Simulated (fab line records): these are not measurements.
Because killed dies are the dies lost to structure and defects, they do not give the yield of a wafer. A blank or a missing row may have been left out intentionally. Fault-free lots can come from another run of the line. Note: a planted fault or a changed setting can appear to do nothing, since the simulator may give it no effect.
Chamber matching ; flow sky130 ; cmp-01 running SKY_VIA3_CMP_02: 4 sister chambers
The step polishes SiO2. 4 wafers are shown with their chamber, then 12 later ones without.

== WAFERS PAIRED WITH THEIR CHAMBERS ==
wafer;chamber;motor current A (A)
L082.4;2;12.2
L084.6;3;11.6
L083.1;1;9.9
L083.5;0;12.2

== WAFERS WITHOUT THEIR CHAMBER ==
wafer;motor current A (A)
L093.1;11.6
L093.3;9.5
L093.4;11.4
L094.3;12.2
L094.4;10.4
L094.6;12.3
L095.2;11.9
L095.4;9.8
L095.5;12.0
L097.2;11.1
L097.3;12.5
L097.6;11.8

== CHAMBER TAKEN BY EACH ==
wafer;from the rows above;in truth
L093.1;3;3
L093.3;1;1
L093.4;3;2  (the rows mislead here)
L094.3;can't be placed: 0 or 2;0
L094.4;1;1
L094.6;can't be placed: 0 or 2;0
L095.2;can't be placed: 0 or 2 or 3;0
L095.4;1;1
L095.5;can't be placed: 0 or 2 or 3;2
L097.2;3;3
L097.3;can't be placed: 0 or 2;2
L097.6;can't be placed: 3 or 0 or 2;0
Correctly placed: 5 of 12. Cannot be placed on the basis of these rows: 6; the candidates contain the true chamber in 6. 1 placed wrongly.
How it was worked out, from the rows above alone: a wafer's distance from a chamber is the root of the sum, over the readings, of the square of ((its reading less the chamber's mean) divided by the reading's scatter). If the next closest chamber is less than 2 further off than the closest, the wafer can't be placed; otherwise it belongs to the closest. For every chamber, the mean is computed from those of its wafers that are shown. The scatter: root of mean squared gap, hidden wafer to nearest shown wafer, with one shown wafer a chamber.
